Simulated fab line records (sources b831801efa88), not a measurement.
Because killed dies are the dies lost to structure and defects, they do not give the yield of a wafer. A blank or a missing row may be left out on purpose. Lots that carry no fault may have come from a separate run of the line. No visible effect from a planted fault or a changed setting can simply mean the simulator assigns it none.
A lot that was struck, set against a sound lot ; flow sky130 ; 15 steps out of a route of 708
Sound: wafers L534.2, L534.5, L534.6. Struck: wafers L549.2, L549.5, L549.6. The cause is named last.
At each step with rows: each side's tool, then ch and its chambers, then its first start. Under that, the readings that differ: sound wafers ; struck wafers ; difference of the means ; sigmas: that difference in standard deviations of wafers without a fault.
alike: readings whose means differ by less than 2 such deviations, and words and numbers that are the same on both sides. not compared: withheld readings, readings that some wafer has no value for, bounds like >300 that may hide the same value, and numbers for which the record gives no deviation and whose values overlap.
A row with sigmas, a row that says differs or no value, or rows on one side alone: a step with any of these is where the two part. Numbers that have no deviation but don't overlap get no sigmas and don't part them. A reading missing from all wafers of one side parts the sides only when that side holds two or more wafers.

first, 2 steps without rows for these wafers: SKY_DNWELL_DEVELOP_06 (develop time 60 s); SKY_DNWELL_IMPLANT_07.
SKY_DNWELL_STRIP_08: strips in O2/N2.
  sound on plasma-asher-02 ch 0,1, day 3 17:29; struck on plasma-asher-04 ch 0,1, day 7 04:44
reading;sound;struck;difference;sigmas
strip-time-to-endpoint-s (s);36.74 36.86 36.81;37.08 37.12 37.14;+0.31;+3
  alike: drypump-motor-current-A, oes-product-au
  not compared: rf-hours-counter-h
SKY_DNWELL_TW_MEAS_09:
  sound: film-metro-02 at day 3 17:35; struck: film-metro-04 at day 7 04:50
  alike: DNWELL_TW
then, 7 steps without rows for these wafers: SKY_PWDE_DEHYDRATE_00 (time 60 s); SKY_PWDE_HMDS_01 (prime time 60 s); SKY_PWDE_COAT_02 (resist thk 3000 nm); SKY_PWDE_SOFTBAKE_03; SKY_PWDE_EXPOSE_04 (exposes mask PWDEM, target cd 840 nm); SKY_PWDE_PEB_05; SKY_PWDE_DEVELOP_06 (develop time 60 s).
SKY_PWDE_OVL_MEAS_07:
  sound: overlay-02 at day 4 10:06; struck: overlay-01 at day 8 00:18
  alike: PWDE_OVL
SKY_PWDE_IMPLANT_08:
  sound on implanter-03 ch 0, day 4 10:09; struck on implanter-01 ch 0, day 8 00:21
reading;sound;struck;difference;sigmas
beam-energy-keV;150.04 150.03 150.02;157.12 157.05 157.06;+7.05;+99 or more
model.implant.rp-nm (nm);433.9 433.9 433.9;449.4 449.4 449.4;+15.5;
model.implant.drp-nm (nm);97.97 97.97 97.97;99.88 99.88 99.88;+1.91;
SKY_PWDE_STRIP_09: strips in O2/N2.
  sound on plasma-asher-04 ch 0,1, day 4 10:17; struck on plasma-asher-01 ch 0,1, day 8 00:29
  alike: drypump-motor-current-A, oes-product-au, strip-time-to-endpoint-s
  not compared: rf-hours-counter-h
-- the record jumps here: 42 days lie between the struck wafers' starts before and after (it left off in module PWDE and takes up again in module PAD_OPEN, whose first step shown is number 708 of the route) --
SKY_PAD_OPEN_PROBE_99:
  sound: prober-02 at day 46 14:40; struck: prober-01 at day 50 00:34
reading;sound;struck;difference;sigmas
model.etest.res_p_drift_20v.line-ohm-um;1.12e+04 1.193e+04 1.186e+04;1.076e+04 1.095e+04 1.041e+04;-9.567e+02;
model.etest.res_p_drift_20v.rs-ohm-sq;9326 9902 9837;8997 9247 8823;-666;
  alike: killed_at_M0_to_M3, killed_at_M4_up, killed-at-contacts, killed-at-front-end, killed-at-other, killed-dies, killed-open, killed-short

== WHERE THEY PART ==
Last at SKY_PWDE_IMPLANT_08 as far as this record goes, first at SKY_DNWELL_STRIP_08. Later steps at which nothing parts them and some readings are alike: SKY_PWDE_STRIP_09, SKY_PAD_OPEN_PROBE_99.

WHY: what the simulator had put in
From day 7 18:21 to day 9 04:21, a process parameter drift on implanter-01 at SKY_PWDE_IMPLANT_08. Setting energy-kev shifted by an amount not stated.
